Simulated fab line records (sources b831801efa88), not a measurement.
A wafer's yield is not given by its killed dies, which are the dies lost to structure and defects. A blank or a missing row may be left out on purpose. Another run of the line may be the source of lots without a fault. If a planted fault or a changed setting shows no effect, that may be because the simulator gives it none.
8D (eight disciplines) problem report, filled in by code	flow gf180mcu	the parts of the form that need people (team, actions taken, sign-off) are left out

1. WHAT IS WRONG
Wafers without a fault read 3e+13, standard deviation 3.3e+10; dose ions cm2 at GF_HV_LDD_IMPLANT_48 reads a mean of 3e+13 on 9 wafers belonging to 3 lots. That is -31 standard deviations from the usual mean.
The first sign was on wafer L701.1 at day 15 03:56, on implanter-02. Wafers with a number at this step in the record: 42, from 14 lots. Rule for "out", or "out of limits": more than 4 standard deviations from the usual mean. The other wafers with a number count as sound.

2. WHAT IT IS AND WHAT IT IS NOT
question	is	is not
which readings at this step	dose ions cm2	beam energy keV
which lots	L701, L703, L704	L694, L695, L697, L698, L699, L709, L712, L713, L714, L715, L716
which wafers of those lots	all that have a number	-
read on which tools	implanter-02	implanter-03, implanter-04
when	from day 15 03:56	up to then (15 sound wafers); but 18 sound wafers of L709, L712, L713, L714, L715, L716 came after

3. SUSPECTS, AND WHAT RULES EACH OUT
Counting: a tool at a process step up to the reading stays a suspect if it ran every lot that is out and no sound lot after the first of them.
- implanter-02 at GF_HV_LDD_IMPLANT_48: ruled out as a lasting fault. Following L701 (day 15 03:56), the first lot on it that is out, the sound lots L715 were run on it.
Left after counting: nothing in the record.

4. THE CAUSE (what the simulator had put in)
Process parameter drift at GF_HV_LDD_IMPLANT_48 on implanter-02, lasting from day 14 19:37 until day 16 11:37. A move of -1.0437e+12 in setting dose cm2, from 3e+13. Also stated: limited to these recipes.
Counting ruled it out, wrongly.

5. THE CHAIN OF EFFECTS, in route order
One row per reading whose mean, taken over the struck wafers that have a number, lies over 3 standard deviations from the usual. Readings are gone through only where the record gives a usual standard deviation; hours: the median, over the lots, of the time from a lot's start at the first step in this table giving one to that lot's start at this step; sigmas: the change measured in usual standard deviations.
hours	step	reading	usual	on struck wafers	change	sigmas
0	GF_HV_LDD_IMPLANT_48	dose ions cm2	3e+13	3e+13	-1e+12	-31
It contains these process steps:
- GF_HV_LDD_IMPLANT_48
Later steps that measure or inspect, where all struck wafers having a row at the step show a number for every such reading and not one has moved that far: GF_M3_OVL_MEAS_15.

6. HOW IT WOULD HAVE BEEN CAUGHT EARLIER
First out-of-limits reading in this record: day 15 03:56, which is 8 hours after fault onset at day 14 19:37.
